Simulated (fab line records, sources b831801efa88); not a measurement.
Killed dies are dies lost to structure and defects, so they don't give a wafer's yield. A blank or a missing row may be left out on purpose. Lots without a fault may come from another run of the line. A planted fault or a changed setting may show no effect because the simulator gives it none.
Chamber matching | flow gf180mcu | GF_STI_ETCH_14 on rie_si-02: 4 sister chambers
The step etches Si in HBr/Cl2/O2, target depth 360 nm, time 102.9 s. 8 wafers are shown with their chamber, then 8 later ones without.

WAFERS WITH THEIR CHAMBER
wafer  | chamber | chamber_pressure_mTorr (mTorr) | throttle_valve_pct (%)
L648.3 | 0       | 15.006                         | 25.655
L649.6 | 0       | 14.995                         | 25.640
L650.4 | 3       | 15.005                         | 25.651
L655.6 | 2       | 15.020                         | 25.646
L656.1 | 1       | 15.010                         | 25.651
L656.2 | 2       | 14.984                         | 25.655
L656.3 | 3       | 15.013                         | 25.664
L658.2 | 1       | 15.009                         | 25.647

WAFERS WITHOUT THEIR CHAMBER
wafer  | chamber_pressure_mTorr (mTorr) | throttle_valve_pct (%)
L658.5 | 14.978                         | 25.646
L658.6 | 15.007                         | 25.656
L668.2 | 15.000                         | 25.649
L668.3 | 14.996                         | 25.655
L668.4 | 14.997                         | 25.655
L669.3 | 14.985                         | 25.648
L669.4 | 14.993                         | 25.633
L669.5 | 14.982                         | 25.655

WHICH CHAMBER EACH WENT THROUGH
wafer  | from the rows above               | in truth
L658.5 | can't be placed: 0 or 2 or 1 or 3 | 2
L658.6 | can't be placed: 3 or 2 or 1 or 0 | 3
L668.2 | can't be placed: 0 or 2 or 1 or 3 | 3
L668.3 | can't be placed: 2 or 3 or 0 or 1 | 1
L668.4 | can't be placed: 2 or 3 or 0 or 1 | 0
L669.3 | can't be placed: 0 or 2 or 1 or 3 | 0
L669.4 | can't be placed: 0 or 2 or 1 or 3 | 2
L669.5 | can't be placed: 2 or 0 or 3 or 1 | 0
Placed correctly: 0 of 8. Can't be placed from these rows: 8 (the true chamber is among the candidates in 8). Placed wrongly: 0.
How it was worked out, from the rows above alone: a wafer's distance from a chamber is the root of the sum, over the readings, of the square of ((its reading less the chamber's mean) divided by the reading's scatter). The wafer belongs to the nearest chamber; if the next one is less than 2 further off, it can't be placed. A chamber's mean is the mean of its shown wafers. The scatter: the root of (the sum of the squares of (reading less its chamber's mean) over the shown wafers, divided by (wafers less chambers)).
